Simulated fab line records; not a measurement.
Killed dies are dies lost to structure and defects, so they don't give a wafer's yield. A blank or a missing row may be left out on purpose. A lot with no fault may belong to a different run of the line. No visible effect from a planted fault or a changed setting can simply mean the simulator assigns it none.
Which tool did it? || flow sky130 || 33 wafers from 11 lots sampled at 5 of the route's 708 steps

WHAT EACH GAUGE READ, for each wafer
SKY_VT_ADJUST_HVTP_OVL_MEAS_08.
{"lot": "L963", "measured": "day 6 05:04", "on": "overlay-01", "VT_ADJUST_HVTP_OVL (nm)": "1.4 2.5 2.5"}
{"lot": "L964", "measured": "day 6 09:49", "on": "overlay-01", "VT_ADJUST_HVTP_OVL (nm)": "-0.4 0.6 1.1"}
{"lot": "L965", "measured": "day 6 14:31", "on": "overlay-01", "VT_ADJUST_HVTP_OVL (nm)": "1.6 1.7 1.2"}
{"lot": "L966", "measured": "day 7 02:17", "on": "overlay-01", "VT_ADJUST_HVTP_OVL (nm)": "-0.4 2.0 0.1"}
{"lot": "L967", "measured": "day 7 06:44", "on": "overlay-01", "VT_ADJUST_HVTP_OVL (nm)": "1.2 -0.2 -0.4"}
{"lot": "L968", "measured": "day 7 12:44", "on": "overlay-02", "VT_ADJUST_HVTP_OVL (nm)": "0.1 -1.1 0.5"}
{"lot": "L969", "measured": "day 7 15:39", "on": "overlay-01", "VT_ADJUST_HVTP_OVL (nm)": "1.2 1.2 0.2"}
{"lot": "L970", "measured": "day 8 02:02", "on": "overlay-01", "VT_ADJUST_HVTP_OVL (nm)": "1.2 1.0 -0.2"}
{"lot": "L971", "measured": "day 8 04:47", "on": "overlay-01", "VT_ADJUST_HVTP_OVL (nm)": "3.3 1.9 4.0"}
{"lot": "L972", "measured": "day 8 09:14", "on": "overlay-02", "VT_ADJUST_HVTP_OVL (nm)": "1.1 0.1 -0.4"}
{"lot": "L978", "measured": "day 10 03:46", "on": "overlay-01", "VT_ADJUST_HVTP_OVL (nm)": "0.9 2.4 2.3"}

SKY_VT_ADJUST_HVTR_CD_MEAS_07: target cd 380 nm.
{"lot": "L963", "measured": "day 9 14:41", "on": "cd-sem-01", "cd-nm (nm)": "377.3 381.5 380.3"}
{"lot": "L964", "measured": "day 9 18:25", "on": "cd-sem-01", "cd-nm (nm)": "381.7 380.6 381.0"}
{"lot": "L965", "measured": "day 10 01:40", "on": "cd-sem-01", "cd-nm (nm)": "380.8 378.1 379.9"}
{"lot": "L966", "measured": "day 10 15:28", "on": "cd-sem-01", "cd-nm (nm)": "379.8 380.8 384.3"}
{"lot": "L967", "measured": "day 10 22:56", "on": "cd-sem-02", "cd-nm (nm)": "381.1 386.0 384.1"}
{"lot": "L968", "measured": "day 11 04:19", "on": "cd-sem-01", "cd-nm (nm)": "381.3 380.0 380.7"}
{"lot": "L969", "measured": "day 11 07:05", "on": "cd-sem-01", "cd-nm (nm)": "381.7 380.3 381.9"}
{"lot": "L970", "measured": "day 11 21:46", "on": "cd-sem-01", "cd-nm (nm)": "380.4 380.8 381.4"}
{"lot": "L971", "measured": "day 12 04:50", "on": "cd-sem-02", "cd-nm (nm)": "382.0 381.5 381.9"}
{"lot": "L972", "measured": "day 12 05:08", "on": "cd-sem-01", "cd-nm (nm)": "377.3 376.5 376.2"}
{"lot": "L978", "measured": "day 14 05:08", "on": "cd-sem-02", "cd-nm (nm)": "381.6 383.2 381.8"}

SKY_SONOS_TUNNEL_CD_MEAS_07: target cd 410 nm.
{"lot": "L963", "measured": "day 11 13:50", "on": "cd-sem-01", "cd-nm (nm)": "407.3 407.3 406.2"}
{"lot": "L964", "measured": "day 11 17:29", "on": "cd-sem-01", "cd-nm (nm)": "414.1 411.6 413.2"}
{"lot": "L965", "measured": "day 12 00:46", "on": "cd-sem-01", "cd-nm (nm)": "408.8 410.2 409.5"}
{"lot": "L966", "measured": "day 12 16:01", "on": "cd-sem-02", "cd-nm (nm)": "410.2 409.6 410.4"}
{"lot": "L967", "measured": "day 13 00:31", "on": "cd-sem-02", "cd-nm (nm)": "410.4 408.0 412.5"}
{"lot": "L968", "measured": "day 13 05:34", "on": "cd-sem-01", "cd-nm (nm)": "410.7 408.7 411.5"}
{"lot": "L969", "measured": "day 13 08:52", "on": "cd-sem-02", "cd-nm (nm)": "407.9 409.2 406.7"}
{"lot": "L970", "measured": "day 14 00:14", "on": "cd-sem-02", "cd-nm (nm)": "408.7 411.2 408.4"}
{"lot": "L971", "measured": "day 14 08:10", "on": "cd-sem-01", "cd-nm (nm)": "409.5 409.6 410.0"}
{"lot": "L972", "measured": "day 14 08:35", "on": "cd-sem-02", "cd-nm (nm)": "411.2 408.3 409.8"}
{"lot": "L978", "measured": "day 16 11:04", "on": "cd-sem-01", "cd-nm (nm)": "407.3 411.6 408.1"}

SKY_SONOS_ONO_THK_MEAS_03.
{"lot": "L963", "measured": "day 11 17:44", "on": "film-metro-03", "SONOS_ONO_CVD_02_THK (nm)": "10.34 10.51 10.72"}
{"lot": "L964", "measured": "day 11 20:35", "on": "film-metro-01", "SONOS_ONO_CVD_02_THK (nm)": "10.35 10.40 10.54"}
{"lot": "L965", "measured": "day 12 06:36", "on": "film-metro-03", "SONOS_ONO_CVD_02_THK (nm)": "10.67 10.56 10.67"}
{"lot": "L966", "measured": "day 12 20:59", "on": "film-metro-03", "SONOS_ONO_CVD_02_THK (nm)": "10.61 10.57 10.65"}
{"lot": "L967", "measured": "day 13 05:59", "on": "film-metro-01", "SONOS_ONO_CVD_02_THK (nm)": "10.44 10.21 10.24"}
{"lot": "L968", "measured": "day 13 10:44", "on": "film-metro-01", "SONOS_ONO_CVD_02_THK (nm)": "10.47 10.44 10.35"}
{"lot": "L969", "measured": "day 13 14:48", "on": "film-metro-01", "SONOS_ONO_CVD_02_THK (nm)": "10.60 10.60 10.45"}
{"lot": "L970", "measured": "day 14 06:22", "on": "film-metro-04", "SONOS_ONO_CVD_02_THK (nm)": "10.50 10.53 10.39"}
{"lot": "L971", "measured": "day 14 13:20", "on": "film-metro-04", "SONOS_ONO_CVD_02_THK (nm)": "10.45 10.54 10.42"}
{"lot": "L972", "measured": "day 14 13:20", "on": "film-metro-01", "SONOS_ONO_CVD_02_THK (nm)": "10.36 10.45 10.40"}
{"lot": "L978", "measured": "day 16 21:58", "on": "film-metro-01", "SONOS_ONO_CVD_02_THK (nm)": "11.61 11.61 11.65"}

TOOL THAT RAN EACH LOT (tool first, then ch and the chambers of the sampled wafers, then the start)
{"lot": "L963", "SKY_SONOS_ONO_CVD_02": "lpcvd-02 ch 1, day 11 16:41"}
{"lot": "L964", "SKY_SONOS_ONO_CVD_02": "lpcvd-02 ch 1, day 11 19:32"}
{"lot": "L965", "SKY_SONOS_ONO_CVD_02": "lpcvd-02 ch 0, day 12 05:33"}
{"lot": "L966", "SKY_SONOS_ONO_CVD_02": "lpcvd-02 ch 0, day 12 19:56"}
{"lot": "L967", "SKY_SONOS_ONO_CVD_02": "lpcvd-02 ch 1, day 13 04:56"}
{"lot": "L968", "SKY_SONOS_ONO_CVD_02": "lpcvd-02 ch 1, day 13 09:41"}
{"lot": "L969", "SKY_SONOS_ONO_CVD_02": "lpcvd-02 ch 0, day 13 13:44"}
{"lot": "L970", "SKY_SONOS_ONO_CVD_02": "lpcvd-02 ch 0, day 14 05:18"}
{"lot": "L971", "SKY_SONOS_ONO_CVD_02": "lpcvd-02 ch 1, day 14 12:17"}
{"lot": "L972", "SKY_SONOS_ONO_CVD_02": "lpcvd-02 ch 1, day 14 12:17"}
{"lot": "L978", "SKY_SONOS_ONO_CVD_02": "lpcvd-02 ch 1, day 16 20:55"}
- SKY_SONOS_ONO_CVD_02: deposits Si3N4 from DCS/NH3, target thk 10.5 nm, time 180 s.

WHAT THE TOOLS THEMSELVES READ (means of the sampled wafers that have a number; where no wafer has one, the mark that the record gives instead)
The record holds no such reading with a usual standard deviation.

THE ANSWER, worked out from the rows above alone
Rule: the lots themselves supply what counts as usual. The widest of any qualifying gaps counts: lots, ordered by their means at a reading, are off when they make up no more than a third of the lots, leave a main group of 4 or more, and stand apart from it by 3 or more times the standard deviation of that group's means. If all means in a main group match to the digits the tables above print for the reading, that group is not used. Also off: a lot with no number at a reading for which 4 or more lots have one. All remaining lots with rows at the step are treated as sound. First the gauges in route order, then the tools' own readings, where a lot's mean is used as printed above. The first step at which some lot is off is used, and at that step the reading that is off furthest; a lot without a number counts as furthest.
Off: L978, at SKY_SONOS_ONO_THK_MEAS_03 (SONOS_ONO_CVD_02_THK). Mean 10.48 nm and standard deviation 0.096 in the main group.
If a tool, at a process step before that reading, ran all the lots that are off and no sound lot after the first of them, it fits. The gauges at SKY_SONOS_ONO_THK_MEAS_03 are tried like those tools. This does not decide it: 2 tools fit, namely lpcvd-02 at SKY_SONOS_ONO_CVD_02 and film-metro-01 at SKY_SONOS_ONO_THK_MEAS_03.

WHAT THE SIMULATOR HAD INSERTED
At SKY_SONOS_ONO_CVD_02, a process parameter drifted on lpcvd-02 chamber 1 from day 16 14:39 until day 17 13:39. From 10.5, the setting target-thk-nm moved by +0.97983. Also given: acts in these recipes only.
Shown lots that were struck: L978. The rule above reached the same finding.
